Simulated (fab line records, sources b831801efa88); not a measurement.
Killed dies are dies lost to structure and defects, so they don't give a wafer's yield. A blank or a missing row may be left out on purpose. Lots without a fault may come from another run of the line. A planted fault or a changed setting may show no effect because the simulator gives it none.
Which tool did it? | flow sky130 | 7 lots, 21 wafers sampled, at 1 step of a route of 708

WHAT THE GAUGES READ, wafer by wafer
SKY_SONOS_ONO_OVL_MEAS_14.
lot  | measured     | on         | SONOS_ONO_OVL (nm)
L792 | day 13 09:05 | overlay-02 | 1.7 0.9 0.1
L794 | day 14 06:47 | overlay-02 | 0.3 0.5 -1.9
L800 | day 16 08:56 | overlay-02 | -1.1 -1.5 -1.9
L806 | day 18 05:37 | overlay-01 | -3.6 -3.1 -4.4
L809 | day 19 06:32 | overlay-02 | 0.4 -0.2 1.0
L811 | day 19 17:28 | overlay-02 | 0.1 -1.3 -0.9
L813 | day 20 16:32 | overlay-02 | -1.2 0.1 0.6

WHICH TOOL RAN EACH LOT (tool, then ch and the chambers of the sampled wafers, then the start)
The record holds no process step before these readings.

THE ANSWER, worked out from the rows above alone
Rule: what is usual is taken from the lots themselves. Put in order of their means at a reading, lots are off if they are a third of the lots or fewer, leave a main group of 4 or more, and stand apart from it by a gap of 3 or more times the standard deviation of the main group's means; of several such gaps the widest counts. A main group whose means are all the same, to the digits that the tables above print for the reading, isn't used. A lot without any number at a reading at which 4 lots or more have one is off too. The other lots that the step has rows for count as sound.
No lot is off at any reading shown: from this, nothing can be told.

WHAT THE SIMULATOR HAD PUT IN
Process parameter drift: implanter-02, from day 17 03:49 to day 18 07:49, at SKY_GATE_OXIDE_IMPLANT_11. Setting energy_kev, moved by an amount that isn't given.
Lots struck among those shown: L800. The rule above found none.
